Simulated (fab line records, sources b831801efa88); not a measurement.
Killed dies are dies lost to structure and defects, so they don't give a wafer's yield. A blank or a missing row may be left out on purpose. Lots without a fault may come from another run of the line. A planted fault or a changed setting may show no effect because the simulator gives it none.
Which tool did it? | flow gf180mcu | 11 lots, 33 wafers sampled, at 5 steps of a route of 602

WHAT THE GAUGES READ, wafer by wafer
GF_M4_RS_MEAS_05: measures by four-point-probe. Usual: M4_ALCU_RS 0.0692 ohm/sq, standard deviation 0.0008.
lot  | measured     | on            | M4_ALCU_RS (ohm/sq)  | flag
L269 | day 22 01:51 | film_metro-04 | 0.0698 0.0691 0.0699 |
L271 | day 23 17:08 | film_metro-02 | 0.0681 0.0681 0.0684 |
L273 | day 24 03:03 | film_metro-02 | 0.0698 0.0697 0.0701 |
L274 | day 24 08:35 | film_metro-01 | 0.0697 0.0688 0.0684 |
L275 | day 24 15:53 | film_metro-02 | 0.0688 0.0703 0.0684 |
L279 | day 26 00:41 | film_metro-01 | 0.0697 0.0688 0.0687 |
L280 | day 26 09:49 | film_metro-01 | 0.0695 0.0700 0.0682 |
L281 | day 26 11:35 | film_metro-04 | 0.0697 0.0699 0.0700 |
L287 | day 28 20:49 | film_metro-01 | 0.0692 0.0696 0.0704 |
L288 | day 29 00:25 | film_metro-04 | 0.0686 0.0680 0.0687 |
L290 | day 29 10:05 | film_metro-04 | 0.0694 0.0691 0.0687 |

GF_M4_CD_MEAS_14: target cd 280 nm. Usual: cd_nm 279.9 nm, standard deviation 1.3.
lot  | measured     | on        | cd_nm (nm)        | flag
L269 | day 23 00:38 | cd_sem-02 | 279.5 281.2 281.7 |
L271 | day 24 15:01 | cd_sem-02 | 279.5 279.5 278.1 |
L273 | day 25 00:40 | cd_sem-01 | 280.2 279.5 281.0 |
L274 | day 25 06:11 | cd_sem-02 | 281.3 281.5 279.2 |
L275 | day 25 13:11 | cd_sem-02 | 281.1 280.6 280.0 |
L279 | day 26 21:04 | cd_sem-02 | 278.2 276.3 277.4 |
L280 | day 27 06:10 | cd_sem-02 | 279.8 280.3 278.9 |
L281 | day 27 07:43 | cd_sem-02 | 280.9 281.3 281.8 |
L287 | day 29 15:28 | cd_sem-02 | 281.3 281.3 281.5 |
L288 | day 29 19:08 | cd_sem-01 | 278.6 278.2 278.9 |
L290 | day 30 05:05 | cd_sem-01 | 280.6 280.9 280.9 |

GF_V4_RS_MEAS_24: measures by four-point-probe. Usual: V4_W_RS 0.327 ohm/sq, standard deviation 0.0033.
lot  | measured     | on            | V4_W_RS (ohm/sq)  | flag
L269 | day 24 02:04 | film_metro-01 | 0.331 0.334 0.329 |
L271 | day 25 15:40 | film_metro-02 | 0.330 0.324 0.321 |
L273 | day 26 01:29 | film_metro-03 | 0.322 0.324 0.321 |
L274 | day 26 05:38 | film_metro-01 | 0.318 0.327 0.326 |
L275 | day 26 12:35 | film_metro-03 | 0.320 0.326 0.318 |
L279 | day 27 19:34 | film_metro-01 | 0.220 0.223 0.327 | OFF
L280 | day 28 04:52 | film_metro-02 | 0.324 0.222 0.325 | OFF
L281 | day 28 06:07 | film_metro-03 | 0.219 0.223 0.222 | OFF
L287 | day 30 12:58 | film_metro-02 | 0.332 0.327 0.330 |
L288 | day 30 16:21 | film_metro-02 | 0.327 0.326 0.324 |
L290 | day 31 01:56 | film_metro-03 | 0.327 0.332 0.327 |

GF_V4_THK_MEAS_25: measures by xrf. Usual: V4_W_THK 338 nm, standard deviation 4.1.
lot  | measured     | on            | V4_W_THK (nm) | flag
L269 | day 24 02:10 | film_metro-01 | 330 327 334   |
L271 | day 25 15:47 | film_metro-02 | 333 338 341   |
L273 | day 26 01:37 | film_metro-03 | 344 341 342   |
L274 | day 26 05:45 | film_metro-01 | 340 336 334   |
L275 | day 26 12:42 | film_metro-03 | 346 339 348   |
L279 | day 27 19:39 | film_metro-01 | 484 481 335   | OFF
L280 | day 28 04:59 | film_metro-02 | 342 496 342   | OFF
L281 | day 28 06:14 | film_metro-03 | 490 486 487   | OFF
L287 | day 30 13:05 | film_metro-02 | 336 340 337   |
L288 | day 30 16:27 | film_metro-02 | 341 341 341   |
L290 | day 31 02:04 | film_metro-03 | 337 332 339   |

WHICH TOOL RAN EACH LOT (tool, then ch and the chambers of the sampled wafers, then the start)
lot  | GF_V4_CVD_23
L269 | cvd_w-01 ch 1, day 24 01:54
L271 | cvd_w-02 ch 0,1, day 25 15:32
L273 | cvd_w-01 ch 0, day 26 01:23
L274 | cvd_w-02 ch 1, day 26 05:31
L275 | cvd_w-01 ch 0,1, day 26 12:28
L279 | cvd_w-01 ch 0,1, day 27 19:25
L280 | cvd_w-01 ch 0,1, day 28 04:46
L281 | cvd_w-01 ch 1, day 28 05:53
L287 | cvd_w-01 ch 1, day 30 12:46
L288 | cvd_w-02 ch 0,1, day 30 16:14
L290 | cvd_w-01 ch 1, day 31 01:43
- GF_V4_CVD_23: deposits W, target thk 350 nm, time 104.9 s.

WHAT THE TOOLS THEMSELVES READ (means of the sampled wafers that have a number; where no wafer has one, the mark that the record gives instead)
GF_V4_CVD_23. Usual: heater_power_w 855 W, standard deviation 97.
lot  | tool     | heater_power_w (W) | flag
L269 | cvd_w-01 | 854                |
L271 | cvd_w-02 | 801                |
L273 | cvd_w-01 | 846                |
L274 | cvd_w-02 | 968                |
L275 | cvd_w-01 | 853                |
L279 | cvd_w-01 | 857                |
L280 | cvd_w-01 | 863                |
L281 | cvd_w-01 | 876                |
L287 | cvd_w-01 | 874                |
L288 | cvd_w-02 | 796                |
L290 | cvd_w-01 | 879                |

THE ANSWER, worked out from the rows above alone
Rule: a lot is off if the mean of its wafers that have a number lies more than 3 standard deviations from the usual mean. A lot without any number at a reading at which 4 lots or more have one is off too. The other lots that the step has rows for count as sound. The gauges are gone through in route order, then the tools' own readings, and for those a lot's mean is taken as printed above. The first step at which some lot is off is used, and at that step the reading that is off furthest; a lot without a number counts as furthest.
Off: L279, L280, L281, at GF_V4_RS_MEAS_24 (V4_W_RS).
A tool fits if, at a process step before that reading, it ran every lot that is off, and no sound lot after the first of them. The gauges at GF_V4_RS_MEAS_24 are tried like those tools. None of those tried fits.

WHAT THE SIMULATOR HAD PUT IN
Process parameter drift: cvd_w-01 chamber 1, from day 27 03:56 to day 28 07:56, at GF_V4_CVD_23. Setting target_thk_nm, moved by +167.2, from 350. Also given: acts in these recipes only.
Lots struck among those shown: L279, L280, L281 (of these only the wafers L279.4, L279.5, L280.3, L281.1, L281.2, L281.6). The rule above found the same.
